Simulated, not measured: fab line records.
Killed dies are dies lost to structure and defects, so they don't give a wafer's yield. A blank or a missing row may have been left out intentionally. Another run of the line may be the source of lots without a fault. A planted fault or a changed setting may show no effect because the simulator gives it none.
fab line records    flow gf180mcu
record lots=24  wafers=72  lastDay=34
route steps=602 shown M2@365 V3@431 V4@491 V5@545 PASSIVATION@588
lots that met no fault: from a run of the same line without faults
startH: start of the lot's first displayed wafer, in hours after the record's first day    waitH: hours from the lot's prior step to this one    " unchanged from the row above    L1.1+2: a single row standing in for several wafers    - no value, or no start was given    * or withheld: withheld    < > ~ a bound
route shown NAME@n: names a module that has steps shown in the file, with the first one's number in the route    usual: mean and standard deviation over wafers with no fault    same: alike in all rows    chamber/n: place in a boat    sites: per-site readings    _std_site: the values' standard deviation    _edge_site: inner sites' mean taken away from outer sites' mean    radiusMm: for every site, how far away it sits from the centre of the wafer    mask NAME#n: copy n    behind: tool/chamber where the wafer was last shaped    hold: why the lot went on hold/how many hours it stayed there/how the hold came to an end    device: which transistor (n, p or np) failed to switch    end of line: at the end of the route, the tests of the same wafers    for a step that has no rows: nothing shown but its recipe    killed: the dies lost at the first sort to structure and to defects; this is not the yield of the wafer    map: the dies of a wafer, with x for killed, . for not killed, _ for no die there
set.NAME: the setting that was run; set.NAME@STEP: the one run at that earlier step    model.NAME: the simulator's own value behind a step, which no gauge read
a sample of lots followed through the steps of the route, with each step as a table and each wafer as a row
services: the hour from which a tool's chamber was out of use, counted from the record's first day as startH (under 0 if before that day), plus the number of hours and why
## steps
# step GF_M2_SPUTTER_03
# recipe material=Ti  targetThkNm=10  substrateTempC=300  chamberPressurePa=0.3  powerW=3000  timeS=6.7
# usual substrateTempC=299.99/0.2  throttleValvePct=29.8/1.1
lot.wafer  tool           chamber  startH  waitH  substrateTempC  throttleValvePct
L074.1     pvdSputter-02  -        411.54  0.0    300.21          30.5
L074.3     "              -        "       "      300.38          29.9
L074.5     "              -        "       "      300.06          29.9
L075.2     pvdSputter-02  -        421.92  0.0    300.06          30.0
L075.4     "              -        "       "      299.84          30.5
L075.5     "              -        "       "      299.80          30.4
L076.3     pvdSputter-02  -        432.61  0.0    300.18          29.8
L076.5     "              -        "       "      300.08          30.4
L076.6     "              -        "       "      299.79          29.8
L077.1     pvdSputter-02  -        435.67  0.0    299.81          30.4
L077.3     "              -        "       "      299.75          29.5
L077.5     "              -        "       "      300.06          29.9
L078.2     pvdSputter-02  -        452.46  0.0    300.15          30.5
L078.3     "              -        "       "      299.91          30.1
L078.6     "              -        "       "      300.00          30.0
L079.3     pvdSputter-04  -        460.19  0.0    299.98          30.5
L079.5     "              -        "       "      300.23          27.4
L079.6     "              -        "       "      299.81          29.7
L080.2     pvdSputter-02  -        470.33  0.0    299.83          30.4
L080.4     "              -        "       "      300.06          30.8
L080.5     "              -        "       "      299.88          30.0
L081.1     pvdSputter-04  -        475.16  0.0    299.77          30.4
L081.2     "              -        "       "      300.00          29.6
L081.4     "              -        "       "      300.39          30.8
L082.2     pvdSputter-02  -        486.06  0.0    300.15          29.9
L082.5     "              -        "       "      300.43          29.8
L082.6     "              -        "       "      300.15          30.1
L083.3     pvdSputter-03  -        496.97  0.0    299.82          28.8
L083.4     "              -        "       "      300.28          28.3
L083.6     "              -        "       "      300.34          28.2
L084.2     pvdSputter-04  -        505.79  0.0    299.80          27.1
L084.5     "              -        "       "      299.93          27.2
L084.6     "              -        "       "      300.31          29.5
L085.2     pvdSputter-03  -        516.25  0.0    299.65          28.8
L085.3     "              -        "       "      300.18          30.8
L085.6     "              -        "       "      299.76          28.8
L086.1     pvdSputter-03  -        525.80  0.0    300.36          28.7
L086.2     "              -        "       "      300.08          29.1
L086.5     "              -        "       "      300.10          28.2
L087.1     pvdSputter-03  -        531.66  0.0    299.91          28.9
L087.4     "              -        "       "      300.23          28.2
L087.5     "              -        "       "      300.03          29.2
L088.1     pvdSputter-03  -        538.44  0.0    299.88          28.1
L088.4     "              -        "       "      300.01          31.1
L088.5     "              -        "       "      299.90          28.4
L089.1     pvdSputter-03  -        550.33  0.0    299.99          31.1
L089.2     "              -        "       "      299.97          29.2
L089.5     "              -        "       "      300.22          29.0
L090.2     pvdSputter-02  -        555.99  0.0    299.92          29.7
L090.3     "              -        "       "      300.45          30.6
L090.6     "              -        "       "      299.82          30.5
L091.2     pvdSputter-03  -        559.08  0.0    299.96          29.2
L091.4     "              -        "       "      300.13          31.3
L091.5     "              -        "       "      300.48          29.1
L092.1     pvdSputter-04  -        568.70  0.0    299.53          29.5
L092.2     "              -        "       "      299.69          30.4
L092.3     "              -        "       "      300.03          30.6
L093.1     pvdSputter-04  -        576.05  0.0    299.81          30.2
L093.3     "              -        "       "      299.70          30.5
L093.6     "              -        "       "      300.01          30.9
L094.2     pvdSputter-04  -        583.98  0.0    299.99          29.5
L094.4     "              -        "       "      299.90          30.8
L094.5     "              -        "       "      300.00          27.0
L095.2     pvdSputter-02  -        589.67  0.0    300.01          29.8
L095.3     "              -        "       "      299.93          30.1
L095.4     "              -        "       "      300.18          30.5
L096.2     pvdSputter-03  -        598.11  0.0    300.12          29.1
L096.3     "              -        "       "      300.01          31.3
L096.4     "              -        "       "      299.57          30.6
L097.4     pvdSputter-03  -        602.70  0.0    299.96          28.3
L097.5     "              -        "       "      300.00          28.3
L097.6     "              -        "       "      299.96          30.7
# step GF_V3_CVD_02
# recipe material=SiO2  targetThkNm=850  precursor=TEOS  tempC=400  timeS=94.851  rfW=583.6
# usual heaterPowerW=650/100
lot.wafer  tool      chamber  startH  waitH  heaterPowerW
L074.1     pecvd-03  1        488.55  0.1    703
L074.3     "         0        "       "      711
L074.5     "         0        "       "      751
L075.2     pecvd-04  0        497.22  0.0    805
L075.4     "         2        "       "      672
L075.5     "         0        "       "      832
L076.3     pecvd-04  2        509.46  0.0    678
L076.5     "         1        "       "      552
L076.6     "         2        "       "      724
L077.1     pecvd-01  2        511.72  0.1    633
L077.3     "         0        "       "      748
L077.5     "         2        "       "      664
L078.2     pecvd-04  2        528.87  0.0    699
L078.3     "         0        "       "      789
L078.6     "         2        "       "      563
L079.3     pecvd-04  2        535.60  0.0    637
L079.5     "         0        "       "      848
L079.6     "         2        "       "      676
L080.2     pecvd-04  2        544.86  0.0    665
L080.4     "         0        "       "      737
L080.5     "         1        "       "      447
L081.1     pecvd-01  0        548.88  0.1    689
L081.2     "         1        "       "      636
L081.4     "         2        "       "      646
L082.2     pecvd-01  1        559.98  0.0    595
L082.5     "         2        "       "      664
L082.6     "         0        "       "      602
L083.3     pecvd-03  0        568.98  0.0    776
L083.4     "         2        "       "      549
L083.6     "         1        "       "      771
L084.2     pecvd-01  2        577.83  0.0    669
L084.5     "         1        "       "      656
L084.6     "         0        "       "      779
L085.2     pecvd-04  1        588.06  0.0    484
L085.3     "         2        "       "      561
L085.6     "         0        "       "      823
L086.1     pecvd-04  1        596.31  0.1    504
L086.2     "         2        "       "      665
L086.5     "         2        "       "      692
L087.1     pecvd-03  0        602.38  0.1    696
L087.4     "         1        "       "      751
L087.5     "         2        "       "      583
L088.1     pecvd-04  0        607.08  0.1    810
L088.4     "         1        "       "      536
L088.5     "         0        "       "      662
L089.1     pecvd-01  1        617.73  0.1    646
L089.2     "         0        "       "      783
L089.5     "         0        "       "      595
L090.2     pecvd-03  0        623.91  0.0    640
L090.3     "         1        "       "      736
L090.6     "         0        "       "      703
L091.2     pecvd-04  1        627.16  0.0    488
L091.4     "         2        "       "      654
L091.5     "         0        "       "      814
L092.1     pecvd-04  0        633.62  0.1    832
L092.2     "         1        "       "      564
L092.3     "         2        "       "      715
L093.1     pecvd-04  1        642.17  0.1    482
L093.3     "         0        "       "      747
L093.6     "         2        "       "      556
L094.2     pecvd-04  0        649.07  0.0    843
L094.4     "         0        "       "      661
L094.5     "         2        "       "      704
L095.2     pecvd-04  1        653.65  0.0    540
L095.3     "         2        "       "      688
L095.4     "         2        "       "      558
L096.2     pecvd-01  2        662.71  0.0    510
L096.3     "         1        "       "      623
L096.4     "         0        "       "      702
L097.4     pecvd-04  1        665.87  0.1    571
L097.5     "         2        "       "      704
L097.6     "         0        "       "      751
# step GF_V4_OVL_MEAS_15
# usual V4_OVL=0/4.8
lot.wafer  tool        chamber  startH  waitH  V4_OVL[nm]
L074.1     overlay-02  -        561.00  0.1    5
L074.3     "           -        "       "      1
L074.5     "           -        "       "      -3
L075.2     overlay-01  -        568.88  0.1    0
L075.4     "           -        "       "      -2
L075.5     "           -        "       "      6
L076.3     overlay-02  -        580.10  0.1    -6
L076.5     "           -        "       "      2
L076.6     "           -        "       "      -6
L077.1     overlay-02  -        582.60  0.1    9
L077.3     "           -        "       "      6
L077.5     "           -        "       "      8
L078.2     overlay-01  -        598.81  0.1    -8
L078.3     "           -        "       "      4
L078.6     "           -        "       "      -5
L079.3     overlay-02  -        604.25  0.1    -1
L079.5     "           -        "       "      -13
L079.6     "           -        "       "      -2
L080.2     overlay-01  -        612.90  0.1    4
L080.4     "           -        "       "      4
L080.5     "           -        "       "      2
L081.1     overlay-02  -        616.79  0.1    8
L081.2     "           -        "       "      -1
L081.4     "           -        "       "      -1
L082.2     overlay-01  -        626.34  0.1    -5
L082.5     "           -        "       "      7
L082.6     "           -        "       "      -9
L083.3     overlay-01  -        635.40  0.1    -1
L083.4     "           -        "       "      0
L083.6     "           -        "       "      -4
L084.2     overlay-02  -        643.66  0.1    -2
L084.5     "           -        "       "      1
L084.6     "           -        "       "      -2
L085.2     overlay-01  -        651.88  0.1    -4
L085.3     "           -        "       "      -2
L085.6     "           -        "       "      -5
L086.1     overlay-01  -        660.11  0.1    3
L086.2     "           -        "       "      -2
L086.5     "           -        "       "      0
L087.1     overlay-02  -        665.52  0.1    -6
L087.4     "           -        "       "      -7
L087.5     "           -        "       "      -7
L088.1     overlay-01  -        670.82  0.1    7
L088.4     "           -        "       "      8
L088.5     "           -        "       "      7
L089.1     overlay-02  -        680.35  0.1    -2
L089.2     "           -        "       "      3
L089.5     "           -        "       "      2
L090.2     overlay-01  -        686.48  0.1    -5
L090.3     "           -        "       "      0
L090.6     "           -        "       "      0
L091.2     overlay-02  -        689.30  0.1    -6
L091.4     "           -        "       "      -9
L091.5     "           -        "       "      -10
L092.1     overlay-02  -        696.02  0.1    8
L092.2     "           -        "       "      -2
L092.3     "           -        "       "      6
L093.1     overlay-02  -        701.42  0.1    3
L093.3     "           -        "       "      4
L093.6     "           -        "       "      4
L094.2     overlay-02  -        709.45  0.1    -2
L094.4     "           -        "       "      -3
L094.5     "           -        "       "      0
L095.2     overlay-02  -        713.90  0.1    2
L095.3     "           -        "       "      -3
L095.4     "           -        "       "      -2
L096.2     overlay-01  -        721.38  0.1    3
L096.3     "           -        "       "      -1
L096.4     "           -        "       "      9
L097.4     overlay-02  -        725.28  0.1    4
L097.5     "           -        "       "      6
L097.6     "           -        "       "      5
# step GF_V5_BOW_MEAS_05
# recipe mode=bow
# usual V5_BOW=134/9.1
lot.wafer  tool          chamber  startH  waitH  V5_BOW[um]
L074.1     filmMetro-02  -        606.93  0.2    146
L074.3     "             -        "       "      138
L074.5     "             -        "       "      136
L075.2     filmMetro-02  -        615.31  0.2    127
L075.4     "             -        "       "      144
L075.5     "             -        "       "      141
L076.3     filmMetro-03  -        625.10  0.2    132
L076.5     "             -        "       "      131
L076.6     "             -        "       "      111
L077.1     filmMetro-02  -        627.22  0.2    126
L077.3     "             -        "       "      133
L077.5     "             -        "       "      114
L078.2     filmMetro-03  -        643.63  0.2    129
L078.3     "             -        "       "      137
L078.6     "             -        "       "      134
L079.3     filmMetro-03  -        648.34  0.2    111
L079.5     "             -        "       "      110
L079.6     "             -        "       "      123
L080.2     filmMetro-02  -        656.15  0.2    136
L080.4     "             -        "       "      127
L080.5     "             -        "       "      124
L081.1     filmMetro-04  -        659.48  0.1    139
L081.2     "             -        "       "      133
L081.4     "             -        "       "      143
L082.2     filmMetro-02  -        669.38  0.2    137
L082.5     "             -        "       "      141
L082.6     "             -        "       "      146
L083.3     filmMetro-04  -        677.08  0.2    139
L083.4     "             -        "       "      143
L083.6     "             -        "       "      149
L084.2     filmMetro-03  -        685.68  0.1    130
L084.5     "             -        "       "      140
L084.6     "             -        "       "      145
L085.2     filmMetro-03  -        693.83  0.2    132
L085.3     "             -        "       "      128
L085.6     "             -        "       "      130
L086.1     filmMetro-02  -        700.86  0.1    142
L086.2     "             -        "       "      153
L086.5     "             -        "       "      144
L087.1     filmMetro-04  -        707.13  0.1    148
L087.4     "             -        "       "      137
L087.5     "             -        "       "      134
L088.1     filmMetro-02  -        712.47  0.2    124
L088.4     "             -        "       "      145
L088.5     "             -        "       "      129
L089.1     filmMetro-04  -        721.08  0.1    138
L089.2     "             -        "       "      129
L089.5     "             -        "       "      130
L090.2     filmMetro-03  -        726.72  0.1    138
L090.3     "             -        "       "      137
L090.6     "             -        "       "      138
L091.2     filmMetro-02  -        729.93  0.3    131
L091.4     "             -        "       "      131
L091.5     "             -        "       "      130
L092.1     filmMetro-02  -        736.70  0.2    124
L092.2     "             -        "       "      126
L092.3     "             -        "       "      116
L093.1     filmMetro-02  -        740.39  0.1    118
L093.3     "             -        "       "      134
L093.6     "             -        "       "      121
L094.2     filmMetro-04  -        748.00  0.2    149
L094.4     "             -        "       "      151
L094.5     "             -        "       "      143
L095.2     filmMetro-04  -        751.50  0.2    137
L095.3     "             -        "       "      128
L095.4     "             -        "       "      126
L096.2     filmMetro-03  -        759.08  0.2    133
L096.3     "             -        "       "      145
L096.4     "             -        "       "      141
L097.4     filmMetro-02  -        763.20  0.3    151
L097.5     "             -        "       "      142
L097.6     "             -        "       "      133
# step GF_V5_THK_MEAS_25
# recipe thkMeasGauge=xrf  reads=W_of_V5_CVD_23
# usual V5_W_THK=347/5.3
lot.wafer  tool          chamber  startH  waitH  V5_W_THK[nm]
L074.1     filmMetro-02  -        628.20  0.1    344
L074.3     "             -        "       "      346
L074.5     "             -        "       "      350
L075.2     filmMetro-02  -        636.76  0.1    345
L075.4     "             -        "       "      353
L075.5     "             -        "       "      340
L076.3     filmMetro-04  -        646.80  0.1    339
L076.5     "             -        "       "      340
L076.6     "             -        "       "      333
L077.1     filmMetro-04  -        647.95  0.1    346
L077.3     "             -        "       "      341
L077.5     "             -        "       "      347
L078.2     filmMetro-04  -        664.01  0.1    340
L078.3     "             -        "       "      343
L078.6     "             -        "       "      343
L079.3     filmMetro-04  -        668.68  0.1    347
L079.5     "             -        "       "      346
L079.6     "             -        "       "      346
L080.2     filmMetro-03  -        676.11  0.1    346
L080.4     "             -        "       "      343
L080.5     "             -        "       "      343
L081.1     filmMetro-04  -        679.69  0.1    339
L081.2     "             -        "       "      345
L081.4     "             -        "       "      341
L082.2     filmMetro-04  -        689.91  0.1    341
L082.5     "             -        "       "      343
L082.6     "             -        "       "      345
L083.3     filmMetro-04  -        696.87  0.1    349
L083.4     "             -        "       "      349
L083.6     "             -        "       "      350
L084.2     filmMetro-03  -        705.50  0.1    351
L084.5     "             -        "       "      356
L084.6     "             -        "       "      342
L085.2     filmMetro-04  -        713.35  0.1    343
L085.3     "             -        "       "      345
L085.6     "             -        "       "      339
L086.1     filmMetro-02  -        720.10  0.1    355
L086.2     "             -        "       "      358
L086.5     "             -        "       "      354
L087.1     filmMetro-02  -        725.82  0.1    345
L087.4     "             -        "       "      355
L087.5     "             -        "       "      347
L088.1     filmMetro-04  -        730.97  0.1    346
L088.4     "             -        "       "      347
L088.5     "             -        "       "      348
L089.1     filmMetro-02  -        739.29  0.1    355
L089.2     "             -        "       "      349
L089.5     "             -        "       "      355
L090.2     filmMetro-04  -        745.25  0.1    349
L090.3     "             -        "       "      352
L090.6     "             -        "       "      354
L091.2     filmMetro-04  -        748.57  0.1    344
L091.4     "             -        "       "      348
L091.5     "             -        "       "      349
L092.1     filmMetro-03  -        754.84  0.1    342
L092.2     "             -        "       "      347
L092.3     "             -        "       "      343
L093.1     filmMetro-04  -        757.96  0.1    354
L093.3     "             -        "       "      357
L093.6     "             -        "       "      358
L094.2     filmMetro-04  -        765.65  0.1    352
L094.4     "             -        "       "      349
L094.5     "             -        "       "      351
L095.2     filmMetro-04  -        768.41  0.1    342
L095.3     "             -        "       "      341
L095.4     "             -        "       "      350
L096.2     filmMetro-04  -        775.61  0.1    347
L096.3     "             -        "       "      354
L096.4     "             -        "       "      348
L097.4     filmMetro-04  -        780.23  0.1    348
L097.5     "             -        "       "      339
L097.6     "             -        "       "      346
# step GF_PASSIVATION_THK_MEAS_01
# recipe reads=SiO2_of_PASSIVATION_CVD_00
# usual PASSIVATION_CVD_00_THK=1001/12
lot.wafer  tool          chamber  startH  waitH  PASSIVATION_CVD_00_THK[nm]
L074.1     filmMetro-01  -        650.00  0.0    981
L074.3     "             -        "       "      994
L074.5     "             -        "       "      1005
L075.2     filmMetro-01  -        657.49  0.0    993
L075.4     "             -        "       "      1030
L075.5     "             -        "       "      1014
L076.3     filmMetro-02  -        668.07  0.1    991
L076.5     "             -        "       "      1000
L076.6     "             -        "       "      1003
L077.1     filmMetro-02  -        669.14  0.0    1007
L077.3     "             -        "       "      1008
L077.5     "             -        "       "      1022
L078.2     filmMetro-02  -        684.65  0.0    985
L078.3     "             -        "       "      984
L078.6     "             -        "       "      1009
L079.3     filmMetro-01  -        689.40  0.1    981
L079.5     "             -        "       "      994
L079.6     "             -        "       "      990
L080.2     filmMetro-01  -        696.64  0.0    1002
L080.4     "             -        "       "      1008
L080.5     "             -        "       "      1012
L081.1     filmMetro-03  -        700.08  0.0    1000
L081.2     "             -        "       "      992
L081.4     "             -        "       "      1020
L082.2     filmMetro-01  -        709.99  0.0    978
L082.5     "             -        "       "      1007
L082.6     "             -        "       "      992
L083.3     filmMetro-01  -        717.68  0.1    996
L083.4     "             -        "       "      1006
L083.6     "             -        "       "      1013
L084.2     filmMetro-03  -        724.86  0.0    986
L084.5     "             -        "       "      1001
L084.6     "             -        "       "      1019
L085.2     filmMetro-03  -        732.55  0.0    988
L085.3     "             -        "       "      985
L085.6     "             -        "       "      1012
L086.1     filmMetro-03  -        738.83  0.0    996
L086.2     "             -        "       "      1000
L086.5     "             -        "       "      1012
L087.1     filmMetro-02  -        745.33  0.0    984
L087.4     "             -        "       "      996
L087.5     "             -        "       "      997
L088.1     filmMetro-01  -        749.62  0.1    989
L088.4     "             -        "       "      1000
L088.5     "             -        "       "      990
L089.1     filmMetro-01  -        756.81  0.0    986
L089.2     "             -        "       "      991
L089.5     "             -        "       "      1003
L090.2     filmMetro-02  -        763.27  0.1    997
L090.3     "             -        "       "      1001
L090.6     "             -        "       "      1010
L091.2     filmMetro-03  -        766.89  0.1    1009
L091.4     "             -        "       "      1011
L091.5     "             -        "       "      1018
L092.1     filmMetro-03  -        772.26  0.0    978
L092.2     "             -        "       "      985
L092.3     "             -        "       "      975
L093.1     filmMetro-02  -        775.09  0.0    980
L093.3     "             -        "       "      996
L093.6     "             -        "       "      1001
L094.2     filmMetro-03  -        783.01  0.0    985
L094.4     "             -        "       "      992
L094.5     "             -        "       "      1005
L095.2     filmMetro-02  -        785.63  0.0    1011
L095.3     "             -        "       "      991
L095.4     "             -        "       "      1010
L096.2     filmMetro-02  -        792.41  0.0    1006
L096.3     "             -        "       "      998
L096.4     "             -        "       "      1018
L097.4     filmMetro-03  -        797.44  0.0    1006
L097.5     "             -        "       "      1016
L097.6     "             -        "       "      1008
## services
tool           chamber  startH  hours  kind
pvdSputter-02  -        401.15  5.3    repair
pvdSputter-03  -        417.67  23.2   repair
pecvd-03       -        450.69  6.0    pm
pvdSputter-04  1        455.98  -      consumableReplace:kit
pvdSputter-03  -        458.79  3.7    repair
pecvd-03       2        459.66  2.8    repair
pvdSputter-03  -        460.62  4.5    repair
pvdSputter-02  0        478.25  -      consumableReplace:kit
pvdSputter-02  0        478.25  18.0   scheduledDown
pvdSputter-02  0        478.25  18.0   ventCycle
pvdSputter-02  -        532.31  4.7    repair
pvdSputter-03  -        541.15  1.8    repair
pvdSputter-03  1        550.39  -      consumableReplace:kit
pvdSputter-03  1        550.39  18.0   scheduledDown
pvdSputter-03  1        550.39  18.0   ventCycle
pecvd-03       -        571.25  14.6   pm
pecvd-01       -        591.12  14.0   pm
pvdSputter-02  3        610.98  -      consumableReplace:kit
pvdSputter-02  3        610.98  18.0   scheduledDown
pvdSputter-02  3        610.98  18.0   ventCycle
pecvd-01       0        622.70  6.5    repair
pvdSputter-02  -        626.89  1.2    repair
pvdSputter-04  -        643.78  1.3    repair
pvdSputter-03  -        656.19  1.0    repair
## key
fault none
